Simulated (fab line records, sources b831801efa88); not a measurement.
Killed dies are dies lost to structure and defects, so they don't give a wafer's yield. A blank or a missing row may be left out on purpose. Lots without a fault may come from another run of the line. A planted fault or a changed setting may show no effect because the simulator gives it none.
fab line records | flow gf180mcu
record lots=5 wafers=15 last_day=31
route steps=602 shown V1@342
lots that met no fault: from a run of the same line without faults
start_h: hours from the record's first day to the start of the lot's first wafer shown | wait_h: hours since the lot's step before | " the same as in the row above | L1.1+2: a row that stands for several wafers | - no value, or no start given | * or withheld: withheld | < > ~ a bound
route shown NAME@n: a module of which the file shows steps, and the number in the route of the first | usual: mean/standard deviation of fault-free wafers | same: alike in all rows | chamber/n: place in a boat | sites: the reading at each site | _std_site: their standard deviation | _edge_site: outer sites' mean less inner sites' | radius_mm: how far each site lies from the wafer's centre | mask NAME#n: copy n | behind: the tool/chamber that last shaped the wafer | hold: why the lot was held/for how many hours/how that ended | device: the transistor (n, p or np) that didn't switch | end of line: the same wafers' tests at the end of the route | a step without rows: its recipe alone | killed: dies lost to structure and defects at the first sort, not the wafer's yield | map: a wafer's dies, x killed, . not, _ none there
set.NAME: the setting as run; set.NAME@STEP: as run at that earlier step | model.NAME: the simulator's own value behind a step, which no gauge read
lots at some steps of the route; a table a step, a row a wafer
services: from which hour (start_h, from the record's first day; less than 0 if before it) a tool's chamber was out of use, for how many hours, and why
## steps
# step GF_V1_HMDS_07
# recipe prime_time_s=60 prime_temp_c=120
# usual chill_plate_temp_C=22.99/0.11 exhaust_pa=44.8/0.98
# columns lot.wafer tool chamber start_h wait_h chill_plate_temp_C exhaust_pa
L076.1 litho_track-02 0 417.11 0.1 22.72 45.0
L076.3 " 0 " " 22.93 46.1
L076.4 " 0 " " 22.85 46.5
L078.3 litho_track-03 0 433.55 0.1 22.96 45.5
L078.4 " 0 " " 23.04 45.1
L078.6 " 0 " " 23.10 45.4
L079.1 litho_track-01 0 444.85 0.1 23.12 45.0
L079.3 " 0 " " 23.04 44.2
L079.4 " 0 " " 23.05 44.7
L082.1 litho_track-03 0 477.05 0.1 22.96 44.9
L082.2 " 0 " " 22.79 46.0
L082.6 " 0 " " 23.07 46.1
L086.2 litho_track-01 0 505.53 0.1 23.10 44.6
L086.5 " 0 " " 23.06 43.2
L086.6 " 0 " " 23.12 44.3
# step GF_V1_COAT_08
# recipe resist=BARC temp_c=withheld time_s=withheld spin_rpm=withheld resist_thk_nm=withheld
# usual chill_plate_temp_C=* exhaust_pa=45.1/0.85
# columns lot.wafer tool chamber start_h wait_h chill_plate_temp_C exhaust_pa
L076.1 litho_track-02 0 417.26 0.1 * 47.4
L076.3 " 0 " " * 45.4
L076.4 " 0 " " * 45.6
L078.3 litho_track-03 0 433.70 0.1 * 44.8
L078.4 " 0 " " * 44.5
L078.6 " 0 " " * 44.5
L079.1 litho_track-01 0 445.00 0.1 * 45.4
L079.3 " 0 " " * 45.5
L079.4 " 0 " " * 44.3
L082.1 litho_track-03 0 477.20 0.1 * 44.8
L082.2 " 0 " " * 45.1
L082.6 " 0 " " * 46.1
L086.2 litho_track-01 0 505.68 0.1 * 46.3
L086.5 " 0 " " * 45.8
L086.6 " 0 " " * 46.6
# step GF_V1_COAT_09
# recipe resist=KrF spin_rpm=withheld resist_thk_nm=1000
# usual chill_plate_temp_C=22.99/0.11 exhaust_pa=44.9/0.97
# columns lot.wafer tool chamber start_h wait_h chill_plate_temp_C exhaust_pa
L076.1 litho_track-02 0 - - 23.12 44.6
L076.3 " 0 " " 23.08 45.3
L076.4 " 0 " " 23.12 44.3
L078.3 litho_track-03 0 - - 23.00 43.2
L078.4 " 0 " " 22.99 44.8
L078.6 " 0 " " 22.98 44.6
L079.1 litho_track-01 0 - - 22.98 45.5
L079.3 " 0 " " 23.01 45.4
L079.4 " 0 " " 23.11 45.2
L082.1 litho_track-03 0 - - 23.21 45.1
L082.2 " 0 " " 23.09 43.2
L082.6 " 0 " " 23.17 45.1
L086.2 litho_track-01 0 - - 22.95 45.1
L086.5 " 0 " " 22.91 45.9
L086.6 " 0 " " 22.93 44.9
# step GF_V1_SOFTBAKE_10
# recipe temp_c=130 time_s=60 resist=KrF
# usual chill_plate_temp_C=22.98/0.093 exhaust_pa=45.0/0.9
# columns lot.wafer tool chamber start_h wait_h chill_plate_temp_C exhaust_pa
L076.1 litho_track-02 0 - - 23.05 44.3
L076.3 " 0 " " 22.98 44.0
L076.4 " 0 " " 23.13 43.8
L078.3 litho_track-03 0 - - 22.94 45.5
L078.4 " 0 " " 22.93 44.7
L078.6 " 0 " " 22.86 45.2
L079.1 litho_track-01 0 - - 22.87 45.0
L079.3 " 0 " " 23.04 47.4
L079.4 " 0 " " 23.03 45.5
L082.1 litho_track-03 0 - - 23.03 45.9
L082.2 " 0 " " 22.89 46.9
L082.6 " 0 " " 22.96 44.3
L086.2 litho_track-01 0 - - 22.90 44.6
L086.5 " 0 " " 22.89 45.7
L086.6 " 0 " " 22.91 45.7
# step GF_V1_EXPOSE_11
# recipe mask_id=Via1 target_cd_nm=260 na=0.68 source_shape=conventional sigma_outer=0.6 dose_mj=38
# usual reticle_temp_C=23.00/0.12
# same na=0.68
# columns lot.wafer tool chamber start_h wait_h mask reticle_temp_C
L076.1 krf_scanner-02 0 - - Via1#0 23.12
L076.3 " 0 " " Via1#0 23.22
L076.4 " 0 " " Via1#0 23.04
L078.3 krf_scanner-02 0 - - Via1#0 22.92
L078.4 " 0 " " Via1#0 22.89
L078.6 " 0 " " Via1#0 23.15
L079.1 krf_scanner-02 0 - - Via1#0 22.92
L079.3 " 0 " " Via1#0 22.99
L079.4 " 0 " " Via1#0 23.03
L082.1 krf_scanner-01 0 - - Via1#0 23.05
L082.2 " 0 " " Via1#0 22.93
L082.6 " 0 " " Via1#0 23.10
L086.2 krf_scanner-01 0 - - Via1#0 23.11
L086.5 " 0 " " Via1#0 22.82
L086.6 " 0 " " Via1#0 23.06
# step GF_V1_PEB_12
# recipe peb_temp_c=135 peb_time_s=90 resist=KrF
# usual chill_plate_temp_C=22.98/0.1 exhaust_pa=44.9/0.89
# columns lot.wafer tool chamber start_h wait_h chill_plate_temp_C exhaust_pa
L076.1 litho_track-03 0 - - 22.93 44.6
L076.3 " 0 " " 22.81 44.2
L076.4 " 0 " " 23.02 43.4
L078.3 litho_track-01 0 - - 22.90 45.4
L078.4 " 0 " " 22.88 46.1
L078.6 " 0 " " 22.97 44.9
L079.1 litho_track-03 0 - - 23.06 44.9
L079.3 " 0 " " 23.05 44.8
L079.4 " 0 " " 22.97 43.8
L082.1 litho_track-03 0 - - 22.91 44.6
L082.2 " 0 " " 22.94 45.7
L082.6 " 0 " " 23.06 44.7
L086.2 litho_track-03 0 - - 22.97 47.3
L086.5 " 0 " " 23.14 45.7
L086.6 " 0 " " 23.01 47.4
# step GF_V1_DEVELOP_13
# recipe develop_time_s=60 resist=KrF dev_temp_c=21
# usual chill_plate_temp_C=22.99/0.12 exhaust_pa=45.0/0.97
# columns lot.wafer tool chamber start_h wait_h chill_plate_temp_C exhaust_pa
L076.1 litho_track-03 0 428.85 0.2 23.02 46.3
L076.3 " 0 " " 22.90 44.3
L076.4 " 0 " " 22.98 46.4
L078.3 litho_track-01 0 446.30 0.1 22.80 45.1
L078.4 " 0 " " 23.11 44.6
L078.6 " 0 " " 22.93 45.5
L079.1 litho_track-03 0 457.20 0.2 23.01 45.1
L079.3 " 0 " " 23.09 45.4
L079.4 " 0 " " 23.07 43.8
L082.1 litho_track-03 0 489.30 0.2 22.98 45.3
L082.2 " 0 " " 23.06 45.2
L082.6 " 0 " " 23.21 44.2
L086.2 litho_track-03 0 517.62 0.2 22.97 45.4
L086.5 " 0 " " 22.88 44.7
L086.6 " 0 " " 22.90 45.8
# step GF_V1_CD_MEAS_14
# recipe target_cd_nm=260
# usual cd_nm=260.0/1.3
# columns lot.wafer tool chamber start_h wait_h cd_nm
L076.1 cd_sem-01 - 429.00 0.1 259.9
L076.3 " - " " 259.0
L076.4 " - " " 259.4
L078.3 cd_sem-02 - 446.44 0.1 260.9
L078.4 " - " " 261.6
L078.6 " - " " 261.3
L079.1 cd_sem-02 - 457.35 0.1 260.2
L079.3 " - " " 259.5
L079.4 " - " " 260.2
L082.1 cd_sem-02 - 489.45 0.1 259.4
L082.2 " - " " 258.6
L082.6 " - " " 258.8
L086.2 cd_sem-01 - 517.77 0.1 258.2
L086.5 " - " " 258.6
L086.6 " - " " 258.8
# step GF_V1_OVL_MEAS_15
# usual V1_OVL=-2/5.3
# columns lot.wafer tool chamber start_h wait_h V1_OVL[nm]
L076.1 overlay-02 - 429.12 0.1 -9
L076.3 " - " " -7
L076.4 " - " " -10
L078.3 overlay-02 - 446.54 0.1 6
L078.4 " - " " -12
L078.6 " - " " -2
L079.1 overlay-02 - 457.47 0.1 3
L079.3 " - " " -1
L079.4 " - " " 2
L082.1 overlay-02 - 489.57 0.1 2
L082.2 " - " " -6
L082.6 " - " " -9
L086.2 overlay-01 - 517.87 0.1 0
L086.5 " - " " 0
L086.6 " - " " 10
# step GF_V1_ETCH_16
# recipe chemistry=N2/H2 target_depth_a=withheld overetch_a=withheld time_s=withheld target=BARC ion_energy_ev=200 source_w=500 bias_w=100 pressure_mtorr=30 n2_flow_sccm=100 h2_flow_sccm=200
# usual chamber_pressure_mTorr=29.999/0.027 drypump_motor_current_A=5.41/0.29 n2_flow_sccm=100.0/0.31 oes_product_au=0.855/0.0043 throttle_valve_pct=13.225/0.0088
# columns lot.wafer tool chamber start_h wait_h chamber_pressure_mTorr drypump_motor_current_A n2_flow_sccm oes_product_au throttle_valve_pct
L076.1 rie_diel-04 0 429.16 0.0 29.971 4.89 100.4 0.857 13.236
L076.3 " 1 " " 30.034 5.55 99.9 0.855 13.251
L076.4 " 2 " " 29.994 5.44 100.3 0.844 13.214
L078.3 rie_diel-04 2 446.56 0.0 30.012 5.45 100.2 0.860 13.211
L078.4 " 2 " " 29.970 5.44 100.3 0.857 13.230
L078.6 " 0 " " 29.984 4.92 99.7 0.855 13.238
L079.1 rie_diel-03 3 457.51 0.0 29.995 5.85 99.9 0.856 13.230
L079.3 " 1 " " 29.986 5.14 100.3 0.860 13.230
L079.4 " 2 " " 30.016 5.90 100.0 0.864 13.226
L082.1 rie_diel-01 3 489.60 0.0 29.989 5.20 99.7 0.858 13.226
L082.2 " 0 " " 30.032 5.29 99.8 0.850 13.232
L082.6 " 2 " " 30.038 5.18 99.8 0.855 13.220
L086.2 rie_diel-04 2 517.90 0.0 29.983 5.46 99.3 0.848 13.225
L086.5 " 2 " " 29.952 5.45 100.3 0.853 13.210
L086.6 " 3 " " 29.991 5.37 100.1 0.848 13.221
# step GF_V1_ETCH_17
# recipe chemistry=C4F8/O2/Ar mask_material=KrF target=SiO2 stop_on=TiN source_w=1500 bias_w=1200 pressure_mtorr=40 c4f8_flow_sccm=withheld O2_flow_sccm=6 Ar_flow_sccm=300 time_s=withheld target_depth_a=6300
# usual chamber_pressure_mTorr=40.00/0.037 oes_product_au=0.856/0.0043
# columns lot.wafer tool chamber start_h wait_h chamber_pressure_mTorr oes_product_au
L076.1 rie_diel-04 0 - - 40.01 0.855
L076.3 " 1 " " 39.99 0.861
L076.4 " 2 " " 40.00 0.853
L078.3 rie_diel-04 2 - - 40.10 0.853
L078.4 " 2 " " 40.03 0.864
L078.6 " 0 " " 39.99 0.855
L079.1 rie_diel-03 3 - - 40.00 0.855
L079.3 " 1 " " 40.02 0.849
L079.4 " 2 " " 40.02 0.867
L082.1 rie_diel-01 3 - - 39.97 0.856
L082.2 " 0 " " 39.97 0.860
L082.6 " 2 " " 40.03 0.854
L086.2 rie_diel-04 2 - - 40.02 0.853
L086.5 " 2 " " 39.93 0.858
L086.6 " 3 " " 40.13 0.854
# step GF_V1_STRIP_18
# recipe chemistry=O2/N2 power_w=1400 pressure_mtorr=1500 platen_temp_c=250 o2_flow_sccm=3000 n2_flow_sccm=300 overash_fraction=0.5
# usual chamber_pressure_mTorr=1500.1/1.5 drypump_motor_current_A=5.8/0.48 heater_power_w=355/44 n2_flow_sccm=300.0/0.85 oes_product_au=0.594/0.005
# columns lot.wafer tool chamber start_h wait_h chamber_pressure_mTorr drypump_motor_current_A heater_power_w n2_flow_sccm oes_product_au rf_hours_counter_h
L076.1 plasma_asher-04 0 429.28 - 1500.1 5.2 322 300.3 0.591 79
L076.3 " 0 " " 1496.7 5.1 315 301.0 0.587 -
L076.4 " 1 " " 1499.6 5.4 376 299.8 0.589 -
L078.3 plasma_asher-04 1 446.72 - 1501.1 5.4 375 299.9 0.600 -
L078.4 " 0 " " 1500.1 5.2 316 299.8 0.591 -
L078.6 " 1 " " 1500.6 5.4 376 301.2 0.594 -
L079.1 plasma_asher-04 0 457.63 - 1500.1 5.2 313 300.0 0.594 82
L079.3 " 1 " " 1503.3 5.4 372 299.4 0.599 -
L079.4 " 0 " " 1502.2 5.1 329 299.2 0.586 -
L082.1 plasma_asher-02 0 489.73 - 1502.3 5.8 357 301.4 0.586 37
L082.2 " 1 " " 1504.3 6.3 420 300.6 0.591 37
L082.6 " 1 " " 1502.3 6.3 411 299.4 0.595 -
L086.2 plasma_asher-03 0 518.03 - 1499.1 6.4 339 298.5 0.597 74
L086.5 " 0 " " 1497.3 6.4 333 298.9 0.589 -
L086.6 " 1 " " 1501.6 5.2 282 300.0 0.600 -
# step GF_V1_STRIP_19
# recipe chemistry=post_etch_residue_remover time_s=1200 temp_c=72.5
# columns lot.wafer tool chamber start_h wait_h
L076.1+3+4 wet_bench-03 3 429.38 0.1
L078.3+4+6 wet_bench-03 2 446.79 0.0
L079.1+3+4 wet_bench-02 2 457.73 0.1
L082.1+2+6 wet_bench-02 3 489.83 0.1
L086.2+5+6 wet_bench-03 2 518.13 0.1
# step GF_V1_CLEAN_20
# recipe chemistry=DIW dry=n2_spin
# columns lot.wafer tool chamber start_h wait_h
L076.1+3+4 wet_bench-02 3 429.73 0.0
L078.3+4+6 wet_bench-02 1 447.13 0.0
L079.1+3+4 wet_bench-01 2 458.08 0.0
L082.1+2+6 wet_bench-01 1 490.21 0.0
L086.2+5+6 wet_bench-01 0 518.48 0.0
## services
# columns tool chamber start_h hours kind
rie_diel-03 3 406.37 - clean
rie_diel-01 - 409.46 2.2 repair
krf_scanner-01 - 412.92 5.2 repair
krf_scanner-01 - 420.27 1.0 pm
krf_scanner-01 - 422.97 0.6 repair
plasma_asher-02 - 428.39 2.3 repair
rie_diel-04 1 434.49 13.8 repair
krf_scanner-02 - 435.08 0.8 pm
krf_scanner-01 - 441.01 3.3 repair
krf_scanner-01 - 444.35 1.3 pm
plasma_asher-04 - 447.92 2.8 pm
krf_scanner-02 - 449.52 1.0 pm
rie_diel-04 - 454.65 0.8 repair
rie_diel-04 - 463.21 4.0 pm
krf_scanner-01 - 464.69 4.4 repair
plasma_asher-04 - 465.11 13.4 repair
krf_scanner-02 - 465.41 0.6 repair
krf_scanner-02 0 474.68 - calibration
plasma_asher-02 - 481.29 0.5 repair
rie_diel-03 3 482.61 14.6 repair
krf_scanner-02 - 484.63 4.4 pm
krf_scanner-01 - 489.00 0.8 pm
rie_diel-01 3 497.55 4.2 repair
rie_diel-04 0 511.13 2.4 repair
## key
fault none
